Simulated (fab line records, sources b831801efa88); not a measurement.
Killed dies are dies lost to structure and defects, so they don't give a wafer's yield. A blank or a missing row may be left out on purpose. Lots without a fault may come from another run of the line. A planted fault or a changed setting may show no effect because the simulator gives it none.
A struck lot beside a sound one | flow gf180mcu | 14 steps out of a route of 602
Sound: wafers L496.1, L496.2, L496.5. Struck: wafers L489.1, L489.2, L489.5. The cause comes at the end.
At each step with rows: each side's tool, then ch and its chambers, then its first start. Under that, the readings that differ: sound wafers | struck wafers | difference of the means | sigmas: that difference in standard deviations of wafers without a fault.
alike: readings whose means differ by less than 2 such deviations, and words and numbers that are the same on both sides. not compared: withheld readings, readings that some wafer has no value for, bounds like >300 that may hide the same value, and numbers for which the record gives no deviation and whose values overlap.
The two part at a step that has a row with sigmas, a row that says differs or no value, or rows on one side only. Numbers that don't overlap but have no deviation are shown without sigmas and don't part them. A reading that every wafer of one side lacks parts them only if that side has two wafers or more.

first, 1 step without rows for these wafers: GF_V1_CVD_00 (deposits SiO2, target thk 600 nm, time 100 s).
GF_V1_THK_MEAS_01:
  sound on film_metro-04, day 21 23:13; struck on film_metro-01, day 20 00:10
  alike: V1_CVD_00_THK
GF_V1_CVD_02: deposits SiO2 from TEOS, target thk 850 nm, time 94.851 s.
  sound on pecvd-01 ch 0,2, day 21 23:17; struck on pecvd-03 ch 0,1, day 20 00:13
  alike: heater_power_w, susceptor_temp_C
GF_V1_THK_MEAS_03:
  sound on film_metro-01, day 21 23:21; struck on film_metro-03, day 20 00:17
  alike: V1_CVD_02_THK
GF_V1_CMP_04: polishes SiO2.
  sound on cmp-02 ch 0,1,3, day 21 23:31; struck on cmp-02 ch 0,1,3, day 20 00:24
  alike: motor_current_A, time_to_endpoint_s
GF_V1_BOW_MEAS_05:
  sound on film_metro-01, day 21 23:43; struck on film_metro-03, day 20 00:39
  alike: V1_BOW
then, 6 steps without rows for these wafers: GF_V1_DEHYDRATE_06 (time 60 s); GF_V1_HMDS_07 (prime time 60 s); GF_V1_COAT_08; GF_V1_COAT_09 (resist thk 1000 nm); GF_V1_SOFTBAKE_10 (time 60 s); GF_V1_EXPOSE_11 (exposes mask Via1, target cd 260 nm).
GF_V1_PEB_12: peb time 90 s.
  sound on litho_track-01 ch 0, day 22 22:31; struck on litho_track-01, day 21 00:55
  no value came back on the struck wafers for chill_plate_temp_C (C), exhaust_pa (Pa); on the sound wafers chill_plate_temp_C (C) reads 23.00 23.01 23.09
then, 1 step without rows for these wafers: GF_V1_DEVELOP_13 (develop time 60 s).

WHERE THEY PART
Only at GF_V1_PEB_12, within this record.

WHY: what the simulator had put in
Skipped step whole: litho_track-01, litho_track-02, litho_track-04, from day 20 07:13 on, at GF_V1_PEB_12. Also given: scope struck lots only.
